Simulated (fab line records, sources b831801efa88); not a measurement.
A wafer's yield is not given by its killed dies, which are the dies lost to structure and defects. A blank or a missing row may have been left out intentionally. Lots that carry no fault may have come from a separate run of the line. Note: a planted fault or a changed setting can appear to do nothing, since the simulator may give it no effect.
A lot that was struck, set against a sound lot	flow sky130	44 out of 708 route steps
Sound: wafers L699.1, L699.4, L699.6. Struck: wafers L707.1, L707.4. (L707.3 of the same lot was not struck and is left out.) The cause comes at the end.
At each step with rows: each side's tool, then ch and its chambers, then its first start. Under that, the readings that differ: sound wafers	struck wafers	difference of the means	sigmas: that difference in standard deviations of wafers without a fault.
alike: a reading whose means differ by less than 2 such deviations, as well as words and numbers matching on both sides. not compared: withheld readings; readings where some wafer has no value; bounds like >300 that might hide an equal value; numbers whose values overlap and for which the record gives no deviation.
A row with sigmas, a row that says differs or no value, or rows on one side alone: a step with any of these is where the two part. Numbers that don't overlap but have no deviation are shown without sigmas and don't part them. A reading that every wafer of one side lacks parts them only if that side has two wafers or more.

first, 1 step without rows for these wafers: SKY_METAL2_DEVELOP_14 (develop time 60 s).
SKY_METAL2_CD_MEAS_15: target cd 140 nm.
  sound: cd_sem-02 at day 36 11:45; struck: cd_sem-01 at day 38 22:37
  alike: cd_nm
SKY_METAL2_OVL_MEAS_16:
  sound: overlay-01 at day 36 11:52; struck: overlay-02 at day 38 22:44
  alike: METAL2_OVL
then, 8 steps without rows for these wafers: SKY_METAL2_DESCUM_17 (chemistry O2, time 8 s); SKY_METAL2_ETCH_18 (etches BARC in N2/H2, stops on SiO2, time 45.9 s, target depth 60 nm); SKY_METAL2_METAL_ETCH_19 (etches the open film in Cl2/BCl3, stops on SiO2, target depth 360 nm, time 78 s); SKY_METAL2_STRIP_20 (strips in O2/N2); SKY_METAL2_STRIP_21 (strips in post etch residue remover, time 1200 s); SKY_METAL2_CLEAN_22 (cleans in IPA, time 180 s); SKY_METAL2_CLEAN_23 (cleans in O3/DIW); SKY_VIA2_HDPCVD_00 (deposits SiO2, target thk 1180 nm, time 196.7 s).
SKY_VIA2_THK_MEAS_01:
  sound: film_metro-04 at day 36 12:49; struck: film_metro-01 at day 38 23:40
  alike: VIA2_HDPCVD_THK
SKY_VIA2_CMP_02: polishes SiO2.
  sound on cmp-02 ch 1,2,3, day 36 12:58; struck on cmp-01 ch 1,2, day 38 23:43
reading	sound	struck	difference	sigmas
edge_zone_pressure_frac	1.001 0.987 0.999	1.005 1.007	+0.010	+2
model.SiO2_of_VIA2_HDPCVD_00.thk_nm (nm)	494.7 495.7 495.7	457.3 458	-37.7	
  alike: head_pressure_psi, motor_current_A, retaining_ring_pressure_frac, slurry_filter_dp_kPa
SKY_VIA2_BOW_MEAS_03:
  sound: film_metro-01 at day 36 13:10; struck: film_metro-02 at day 39 00:01
  alike: VIA2_BOW
then, 8 steps without rows for these wafers: SKY_VIA2_DEHYDRATE_04 (time 60 s); SKY_VIA2_HMDS_05 (prime time 60 s); SKY_VIA2_COAT_06 (resist thk 60 nm); SKY_VIA2_COAT_07 (resist thk 450 nm); SKY_VIA2_SOFTBAKE_08 (time 90 s); SKY_VIA2_EXPOSE_09 (exposes mask VIM2, target cd 200 nm); SKY_VIA2_PEB_10; SKY_VIA2_DEVELOP_11 (develop time 60 s).
SKY_VIA2_CD_MEAS_12: target cd 200 nm.
  sound: cd_sem-02 at day 37 15:19; struck: cd_sem-02 at day 40 00:52
reading	sound	struck	difference	sigmas
cd_nm (nm)	199.9 200.7 200.6	196.0 198.0	-3.4	-3
SKY_VIA2_OVL_MEAS_13:
  sound: overlay-02 at day 37 15:26; struck: overlay-02 at day 40 00:59
  alike: VIA2_OVL
then, 1 step without rows for these wafers: SKY_VIA2_ETCH_14 (etches BARC in N2/H2, stops on SiO2, time 45.9 s, target depth 60 nm).
SKY_VIA2_ETCH_15: etches SiO2 in C4F8/O2/Ar, stops on TiN, target depth 546 nm, time 84 s.
  sound on rie_diel-02 ch 1,2,3, day 37 15:31; struck on rie_diel-02 ch 0,1, day 40 01:04
reading	sound	struck	difference	sigmas
oes_product_au (a.u.)	0.938 0.935 0.936	0.895 0.894	-0.042	-9
model.VIA2.feature_depth_nm (nm)	494.7 495.7 495.7	457.3 458	-37.7	
model.etch.depth_nm (nm)	494.7 495.7 495.7	457.3 458	-37.7	
  not compared: rf_hours_counter_h
SKY_VIA2_STRIP_16: strips in O2/N2.
  sound on plasma_asher-02 ch 0,1, day 37 15:35; struck on plasma_asher-04 ch 0, day 40 01:08
  alike: drypump_motor_current_A, o2_flow_sccm, oes_product_au, strip_time_to_endpoint_s
  not compared: rf_hours_counter_h
then, 3 steps without rows for these wafers: SKY_VIA2_STRIP_17 (strips in post etch residue remover, time 1200 s); SKY_VIA2_CLEAN_18 (cleans in IPA, time 180 s); SKY_VIA2_CLEAN_19 (cleans in O3/DIW).
SKY_VIA2_SPUTTER_20: material TiN, target thk 20 nm, time 80 s.
  sound: pvd_sputter-02 at day 37 16:13; struck: pvd_sputter-02 at day 40 01:44
  alike: chamber_pressure_pa, throttle_valve_pct
then, 1 step without rows for these wafers: SKY_VIA2_CVD_21 (deposits W, target thk 420 nm, time 126.4 s).
SKY_VIA2_RS_MEAS_22: measures by four-point-probe.
  sound: film_metro-01 at day 37 16:25; struck: film_metro-02 at day 40 01:56
reading	sound	struck	difference	sigmas
VIA2_W_RS (ohm/sq)	0.2769 0.2841 0.2780	0.2730 0.2727	-0.0068	-3
SKY_VIA2_THK_MEAS_23: measures by xrf.
  sound: film_metro-01 at day 37 16:32; struck: film_metro-02 at day 40 02:03
  alike: VIA2_W_THK
then, 2 steps without rows for these wafers: SKY_VIA2_CMP_24 (polishes, stops on SiO2, t overpolish 20 s, target thk 0 nm); SKY_METAL3_SPUTTER_00 (material Ti, target thk 15 nm, time 10 s).
SKY_METAL3_SPUTTER_01: material TiN, target thk 20 nm, time 16.7 s.
  sound: pvd_sputter-01 at day 37 16:55; struck: pvd_sputter-04 at day 40 02:26
reading	sound	struck	difference	sigmas
throttle_valve_pct (%)	30.9 30.8 30.7	30.1 27.7	-1.9	-2
  alike: chamber_pressure_pa
then, 1 step without rows for these wafers: SKY_METAL3_SPUTTER_02 (material AlCu, target thk 735 nm, time 39.1 s).
SKY_METAL3_SPUTTER_03: material Ti, target thk 5 nm, time 3.3 s.
  sound: pvd_sputter-01 at day 37 16:58; struck: pvd_sputter-04 at day 40 02:29
reading	sound	struck	difference	sigmas
throttle_valve_pct (%)	30.9 30.8 30.5	30.1 27.5	-1.9	-2
  alike: chamber_pressure_pa
SKY_METAL3_SPUTTER_04: material TiN, target thk 70 nm, time 58.3 s.
  sound: pvd_sputter-01 at day 37 16:59; struck: pvd_sputter-04 at day 40 02:31
reading	sound	struck	difference	sigmas
throttle_valve_pct (%)	30.8 30.7 30.9	30.1 27.6	-1.9	-2
  alike: chamber_pressure_pa
then, 1 step without rows for these wafers: SKY_CAPM_CVD_00 (deposits SiO2, target thk 15.5 nm).
SKY_CAPM_THK_MEAS_01:
  sound: film_metro-04 at day 37 17:04; struck: film_metro-04 at day 40 02:35
  alike: CAPM_CVD_00_THK
-- the record jumps here: 2 days lie between the struck wafers' starts before and after (it left off in module CAPM and takes up again in module METAL3, whose first step shown is number 532 of the route) --
SKY_METAL3_METAL_ETCH_18: etches the open film in Cl2/BCl3, stops on SiO2, target depth 845 nm, time 183.1 s.
  sound on rie_metal-01 ch 1, day 39 20:40; struck on rie_metal-01 ch 0,1, day 42 03:57
reading	sound	struck	difference	sigmas
bcl3_flow_sccm (sccm)	29.97 29.99 29.81	30.07 30.11	+0.17	+2
model.SiO2_of_VIA2_HDPCVD_00.thk_nm (nm)	464.8 466.2 466	427.4 428.3	-37.8	
  alike: drypump_motor_current_A, oes_product_au, throttle_valve_pct
  not compared: rf_hours_counter_h
-- the record jumps here: 7 days lie between the struck wafers' starts before and after (it left off in module METAL3 and takes up again in module PAD_OPEN, whose first step shown is number 708 of the route) --
SKY_PAD_OPEN_PROBE_99:
  only the struck wafers here have rows in the record (prober-02, day 48 21:35); the sound ones have none

== WHERE THEY PART ==
First at SKY_VIA2_CMP_02; last, within this record, at SKY_PAD_OPEN_PROBE_99.

WHY: what had been put in by the simulator
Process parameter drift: cmp-01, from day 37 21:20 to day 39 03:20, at SKY_VIA2_CMP_02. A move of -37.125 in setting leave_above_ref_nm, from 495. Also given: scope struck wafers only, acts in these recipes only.
